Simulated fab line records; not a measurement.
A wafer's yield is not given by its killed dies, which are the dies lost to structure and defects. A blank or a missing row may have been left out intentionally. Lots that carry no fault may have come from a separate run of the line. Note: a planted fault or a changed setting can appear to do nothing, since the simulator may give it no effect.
A lot that was struck, set against a sound lot ; flow sky130 ; 35 out of 708 route steps
Sound: wafers L144.2, L144.3, L144.6. Struck: wafers L153.2, L153.6 (left out: L153.1, a lot-mate that was not struck); the cause follows at the end.
Each step with rows lists, per side, the tool, then ch with its chambers, then its first start. Under that, the readings that differ: sound wafers ; struck wafers ; difference of the means ; sigmas: that difference in standard deviations of wafers without a fault.
alike: words and numbers the same on both sides, and readings whose means are apart by under 2 such deviations; not compared: readings that were withheld, readings missing a value for some wafer, numbers with overlapping values and no deviation given by the record, and bounds like >300 which may hide the same value.
A row with sigmas, a row that says differs or no value, or rows on one side alone: a step with any of these is where the two part. When numbers do not overlap yet have no deviation, they are printed without sigmas and do not part them. A reading missing from all wafers of one side parts the sides only when that side holds two or more wafers.

first, 10 steps without rows for these wafers: SKY_METAL3_HMDS_06 (prime time 60 s); SKY_METAL3_COAT_07 (resist thk 60 nm); SKY_METAL3_COAT_08 (resist thk 1140 nm); SKY_METAL3_SOFTBAKE_09 (time 90 s); SKY_METAL3_EXPOSE_10 (exposes mask MM3, target cd 300 nm); SKY_METAL3_PEB_11; SKY_METAL3_DEVELOP_12 (develop time 60 s); SKY_METAL3_DESCUM_15 (chemistry O2, time 8 s); SKY_METAL3_ETCH_16 (etches BARC in N2/H2, stops on SiO2, time 88.2 s, target depth 60 nm); SKY_METAL3_ETCH_17 (etches SiO2 in C4F8/O2/Ar, stops on TiN, time 3.9 s, target depth 15 nm).
SKY_METAL3_METAL_ETCH_18: etches the open film in Cl2/BCl3, stops on SiO2, target depth 845 nm, time 183.1 s.
  sound on rie metal-02 ch 0,1, day 39 10:07; struck on rie metal-02 ch 0, day 42 09:34
  alike: drypump motor current A, oes product au, throttle valve pct
  not compared: rf hours counter h
then, 23 steps without rows for these wafers: SKY_METAL3_STRIP_19 (strips in O2/N2); SKY_METAL3_STRIP_20 (strips in post etch residue remover, time 1200 s); SKY_METAL3_CLEAN_21 (cleans in IPA, time 180 s); SKY_METAL3_CLEAN_22 (cleans in O3/DIW); SKY_VIA3_HDPCVD_00 (deposits SiO2, target thk 1635 nm, time 272.5 s); SKY_VIA3_CMP_02 (polishes SiO2); SKY_VIA3_DEHYDRATE_04 (time 60 s); SKY_VIA3_HMDS_05 (prime time 60 s); SKY_VIA3_COAT_06 (resist thk 60 nm); SKY_VIA3_COAT_07 (resist thk 450 nm); SKY_VIA3_SOFTBAKE_08 (time 90 s); SKY_VIA3_EXPOSE_09 (exposes mask VIM3, target cd 200 nm); SKY_VIA3_PEB_10; SKY_VIA3_DEVELOP_11 (develop time 60 s); SKY_VIA3_ETCH_14 (etches BARC in N2/H2, stops on SiO2, time 45.9 s, target depth 60 nm); SKY_VIA3_ETCH_15 (etches SiO2 in C4F8/O2/Ar, stops on TiN, target depth 507 nm, time 78 s); SKY_VIA3_STRIP_16 (strips in O2/N2); SKY_VIA3_STRIP_17 (strips in post etch residue remover, time 1200 s); SKY_VIA3_CLEAN_18 (cleans in IPA, time 180 s); SKY_VIA3_CLEAN_19 (cleans in O3/DIW); SKY_VIA3_SPUTTER_20 (material TiN, target thk 20 nm, time 80 s); SKY_VIA3_CVD_21 (deposits W, target thk 390 nm, time 117.31 s); SKY_VIA3_CMP_24 (polishes, stops on SiO2, t overpolish 20 s, target thk 0 nm).
-- the record jumps here: 6 days lie between the struck wafers' starts before and after (it left off in module VIA3 and takes up again in module PAD_OPEN, whose first step shown is number 708 of the route) --
SKY_PAD_OPEN_PROBE_99:
  struck on prober-01, day 48 20:37; sound on prober-02, day 46 11:31
reading;sound;struck;difference;sigmas
defect limited yield (%);82.1 81.3 84.1;74.4 67.7;-11.4;-6
killed_at_M0_to_M3;48 35 41;101 108;+63;+9
killed dies;88 92 78;126 159;+56;+6
sort_bin_3_pad_short (%);1.0 1.0 1.0;4.3 5.5;+3.9;+9
sort_bin_5_function (%);9.1 11.2 8.7;16.9 20.1;+8.8;+6
sort n pass;404 400 414;366 333;-56;-6
sort yield pct (%);82.1 81.3 84.1;74.4 67.7;-11.4;-6
model.etest.tester.sort n pass;404 400 414;366 333;-56;
model.etest.tester.sort yield pct (%);82.11 81.3 84.15;74.39 67.68;-11.48;
model.etest.tester.sort_bin_5_pct (%);9.146 11.18 8.74;16.87 20.12;+8.81;
model.etest.tester.sort_bin_3_pct (%);1.016 1.016 1.016;4.268 5.488;+3.862;
  alike: killed_at_M4_up, killed at contacts, killed at front end, killed at other, killed open, killed short, sort_bin_6_memory

## WHERE THEY PART
Within this record, at SKY_PAD_OPEN_PROBE_99 only.

WHY: what the simulator had put in
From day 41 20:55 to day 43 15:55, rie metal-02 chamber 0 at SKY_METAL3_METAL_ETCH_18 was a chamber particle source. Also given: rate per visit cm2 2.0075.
